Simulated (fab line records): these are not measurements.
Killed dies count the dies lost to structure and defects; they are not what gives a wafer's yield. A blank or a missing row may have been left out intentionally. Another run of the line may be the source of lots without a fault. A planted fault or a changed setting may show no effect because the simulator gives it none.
Which tool is to blame? -- flow gf180mcu -- 34 wafers from 12 lots sampled at 6 of the route's 602 steps

WHAT THE GAUGES READ, wafer by wafer
GF_V5_CD_MEAS_14: the cd target is 260 nm.
lot,measured,on,cd-nm (nm)
L138,day 27 02:55,cd-sem-02,259.9 259.8 260.2
L139,day 27 13:35,cd-sem-02,258.9 259.5 259.5
L140,day 27 20:34,cd-sem-01,259.3 258.6 259.4
L141,day 28 05:07,cd-sem-02,257.6 258.8 257.7
L143,day 28 21:27,cd-sem-02,259.5 260.0 259.3
L144,day 29 00:57,cd-sem-02,260.2 259.2 259.5
L153,day 31 14:55,cd-sem-01,260.1 259.2
L154,day 31 19:32,cd-sem-01,259.1 260.1
L155,day 32 00:13,cd-sem-01,258.8 258.6 258.7
L156,day 32 08:25,cd-sem-02,257.5 258.1 259.0
L157,day 32 18:49,cd-sem-01,260.3 259.5 260.5
L159,day 33 03:12,cd-sem-02,261.3 261.5 259.9

GF_TOP_METAL_RS_MEAS_05: the measuring method here is four-point-probe.
lot,measured,on,TOP_METAL_ALCU_RS (ohm/sq)
L138,day 27 04:40,film-metro-02,0.0333 0.0333 0.0331
L139,day 27 15:44,film-metro-03,0.0324 0.0327 0.0324
L140,day 27 22:25,film-metro-02,0.0332 0.0328 0.0328
L141,day 28 06:58,film-metro-03,0.0330 0.0331 0.0332
L143,day 28 23:13,film-metro-03,0.0323 0.0322 0.0323
L144,day 29 02:42,film-metro-04,0.0325 0.0325 0.0327
L153,day 31 16:41,film-metro-02,0.0329 0.0214
L154,day 31 21:19,film-metro-04,0.0215 0.0215
L155,day 32 02:14,film-metro-03,0.0329 0.0329 0.0329
L156,day 32 10:10,film-metro-02,0.0325 0.0326 0.0327
L157,day 32 20:55,film-metro-03,0.0329 0.0329 0.0330
L159,day 33 05:04,film-metro-03,0.0324 0.0326 0.0328

GF_TOP_METAL_THK_MEAS_06: measures by xrf.
lot,measured,on,TOP_METAL_ALCU_THK (nm)
L138,day 27 04:47,film-metro-02,878 879 888
L139,day 27 15:50,film-metro-03,913 908 913
L140,day 27 22:32,film-metro-02,890 896 891
L141,day 28 07:05,film-metro-03,900 898 896
L143,day 28 23:20,film-metro-03,921 925 921
L144,day 29 02:48,film-metro-04,914 912 909
L153,day 31 16:48,film-metro-02,893 1360
L154,day 31 21:25,film-metro-04,1369 1375
L155,day 32 02:20,film-metro-03,902 899 901
L156,day 32 10:17,film-metro-02,910 901 903
L157,day 32 21:02,film-metro-03,900 899 897
L159,day 33 05:11,film-metro-03,911 906 905

GF_TOP_METAL_OVL_MEAS_15.
lot,measured,on,TOP_METAL_OVL (nm)
L138,day 28 00:31,overlay-02,1.0 -0.7 0.9
L139,day 28 11:47,overlay-02,-0.9 0.4 1.5
L140,day 28 17:38,overlay-01,-1.0 0.0 2.1
L141,day 29 01:41,overlay-02,0.0 0.9 0.4
L143,day 29 17:59,overlay-01,2.7 0.9 3.7
L144,day 29 21:08,overlay-02,0.8 -1.4 -0.7
L153,day 32 09:19,overlay-02,-0.2 -0.8
L154,day 32 13:59,overlay-02,1.3 0.2
L155,day 32 18:35,overlay-01,-0.2 -0.8 0.1
L156,day 33 01:52,overlay-02,-0.6 -2.1 -1.9
L157,day 33 12:11,overlay-01,1.2 -0.9 -0.2
L159,day 33 20:08,overlay-01,-1.9 -0.1 -0.5

WHICH TOOL RAN EACH LOT (tool, then ch and the chambers of the sampled wafers, then the start)
lot,GF_TOP_METAL_SPUTTER_02,GF_TOP_METAL_SPUTTER_03
L138,"pvd-sputter-02, day 27 04:34","pvd-sputter-02, day 27 04:37"
L139,"pvd-sputter-04, day 27 15:37","pvd-sputter-04, day 27 15:39"
L140,"pvd-sputter-02, day 27 22:19","pvd-sputter-02, day 27 22:22"
L141,"pvd-sputter-02, day 28 06:53","pvd-sputter-02, day 28 06:56"
L143,"pvd-sputter-04, day 28 23:07","pvd-sputter-04, day 28 23:10"
L144,"pvd-sputter-01, day 29 02:34","pvd-sputter-01, day 29 02:37"
L153,"pvd-sputter-04, day 31 16:35","pvd-sputter-04, day 31 16:38"
L154,"pvd-sputter-04, day 31 21:10","pvd-sputter-04, day 31 21:13"
L155,"pvd-sputter-02, day 32 02:07","pvd-sputter-02, day 32 02:10"
L156,"pvd-sputter-01, day 32 10:05","pvd-sputter-01, day 32 10:07"
L157,"pvd-sputter-01, day 32 20:49","pvd-sputter-01, day 32 20:51"
L159,"pvd-sputter-01, day 33 04:59","pvd-sputter-01, day 33 05:01"
- GF_TOP_METAL_SPUTTER_02: material AlCu, target thk 900 nm, time 47.82 s.
- GF_TOP_METAL_SPUTTER_03: material Ti, target thk 5 nm, time 3.3 s.

AS READ BY THE TOOLS THEMSELVES (means over the sampled wafers that have a number; for cases with no such wafer, the mark the record gives instead)
GF_TOP_METAL_SPUTTER_02.
lot,tool,cathode-dc-power-W (W),chamber-pressure-pa (Pa),throttle-valve-pct (%)
L138,pvd-sputter-02,10601,0.3000,29.9
L139,pvd-sputter-04,10599,0.2995,29.7
L140,pvd-sputter-02,10600,0.2998,29.3
L141,pvd-sputter-02,10598,0.3001,29.4
L143,pvd-sputter-04,10600,0.3002,29.5
L144,pvd-sputter-01,10600,0.3000,29.5
L153,pvd-sputter-04,10599,0.3000,29.5
L154,pvd-sputter-04,10599,0.3001,30.1
L155,pvd-sputter-02,10601,0.2999,29.9
L156,pvd-sputter-01,10602,0.3002,30.4
L157,pvd-sputter-01,10599,0.2988,29.0
L159,pvd-sputter-01,10599,0.2996,29.4

GF_TOP_METAL_SPUTTER_03.
lot,tool,cathode-dc-power-W (W),chamber-pressure-pa (Pa),throttle-valve-pct (%)
L138,pvd-sputter-02,3000.2,0.3006,29.9
L139,pvd-sputter-04,3000.4,0.3001,29.6
L140,pvd-sputter-02,2999.8,0.3001,29.3
L141,pvd-sputter-02,3000.0,0.3001,29.5
L143,pvd-sputter-04,2999.5,0.2997,29.3
L144,pvd-sputter-01,2999.6,0.3003,29.3
L153,pvd-sputter-04,2999.8,0.3000,29.5
L154,pvd-sputter-04,3000.0,0.3004,30.1
L155,pvd-sputter-02,2999.8,0.3005,29.8
L156,pvd-sputter-01,3000.0,0.3001,30.3
L157,pvd-sputter-01,3000.0,0.2996,29.0
L159,pvd-sputter-01,2999.5,0.2994,29.5

THE ANSWER, worked out from the rows above alone
Rule: usual is defined by the lots themselves. Put in order of their means at a reading, lots are off if they are a third of the lots or fewer, leave a main group of 4 or more, and stand apart from it by a gap of 3 or more times the standard deviation of the main group's means; of several such gaps the widest counts. A main group is skipped when, at the precision printed for the reading in the tables above, its means are all equal. A lot without any number at a reading at which 4 lots or more have one is off too. All remaining lots with rows at the step are treated as sound. First the gauges in route order, then the tools' own readings, where a lot's mean is used as printed above. The first step at which some lot is off is used, and at that step the reading that is off furthest; a lot without a number counts as furthest.
Off: L153, L154, at GF_TOP_METAL_RS_MEAS_05 (TOP_METAL_ALCU_RS). Mean 0.0328 ohm/sq and standard deviation 0.00029 in the main group.
If a tool, at a process step before that reading, ran all the lots that are off and no sound lot after the first of them, it fits. Gauges at GF_TOP_METAL_RS_MEAS_05: tried the same way as those tools. One fits: pvd-sputter-04 at GF_TOP_METAL_SPUTTER_02 and GF_TOP_METAL_SPUTTER_03. At GF_TOP_METAL_SPUTTER_02 its last sound lot is L143 (day 28 23:07), its first lot that is off L153 (day 31 16:35): a fault that began between those two fits.

WHAT THE SIMULATOR HAD INSERTED
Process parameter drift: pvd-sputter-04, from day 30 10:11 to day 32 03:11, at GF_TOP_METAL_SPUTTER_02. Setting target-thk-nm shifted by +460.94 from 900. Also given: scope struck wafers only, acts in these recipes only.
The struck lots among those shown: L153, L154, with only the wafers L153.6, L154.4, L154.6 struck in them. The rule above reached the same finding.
